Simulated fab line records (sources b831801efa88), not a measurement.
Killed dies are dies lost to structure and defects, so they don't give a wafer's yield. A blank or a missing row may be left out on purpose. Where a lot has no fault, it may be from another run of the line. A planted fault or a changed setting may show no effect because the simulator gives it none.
Matching of chambers ; flow sky130 ; rieDiel-02 running SKY_LI_CONTACT_ETCH_15: 4 sister chambers
The step etches PSG in C4F8/O2/Ar, stops on Si, target depth 600 nm. 16 wafers are shown with their chamber, then 8 later ones without.

== WAFERS, EACH WITH ITS CHAMBER ==
wafer;chamber;oesProductAu (a.u.)
L077.1;2;0.839
L077.2;1;0.842
L077.5;1;0.846
L079.1;3;0.833
L079.2;2;0.841
L079.6;3;0.839
L080.1;3;0.841
L080.2;0;0.839
L080.3;2;0.839
L089.3;2;0.841
L089.5;2;0.835
L089.6;1;0.836
L093.1;0;0.833
L093.4;2;0.838
L093.6;1;0.836
L095.1;0;0.838

SIGNATURES (means of the wafers above)
reading;chamber 0;chamber 1;chamber 2;chamber 3;scatter within a chamber
oesProductAu;0.83667;0.84000;0.83883;0.83767;0.00356
Rule: for each reading, subtract the chamber's mean from the wafer's reading, divide by that reading's scatter and square the result; add these up over the readings and take the root, which gives the wafer's distance from the chamber. The wafer belongs to the nearest chamber; if the next one is less than 2 further off, it can't be placed. The scatter: the root of (the sum of the squares of (reading less its chamber's mean) over the shown wafers, divided by (wafers less chambers)).

== WAFERS WITH NO CHAMBER GIVEN ==
wafer;oesProductAu (a.u.)
L095.3;0.835
L095.6;0.834
L096.1;0.833
L096.2;0.841
L096.5;0.831
L097.3;0.834
L097.5;0.837
L097.6;0.836

== CHAMBER TAKEN BY EACH ==
wafer;from the rows above;in truth
L095.3;can't be placed: 0 or 3 or 2 or 1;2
L095.6;can't be placed: 0 or 3 or 2 or 1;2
L096.1;can't be placed: 0 or 3 or 2 or 1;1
L096.2;can't be placed: 1 or 2 or 3 or 0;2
L096.5;can't be placed: 0 or 3 or 2 or 1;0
L097.3;can't be placed: 0 or 3 or 2 or 1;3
L097.5;can't be placed: 0 or 3 or 2 or 1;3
L097.6;can't be placed: 0 or 3 or 2 or 1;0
Correct placement for 0 of the 8. These rows do not allow placing 8 (true chamber among the candidates in 8). Placed wrongly: 0.
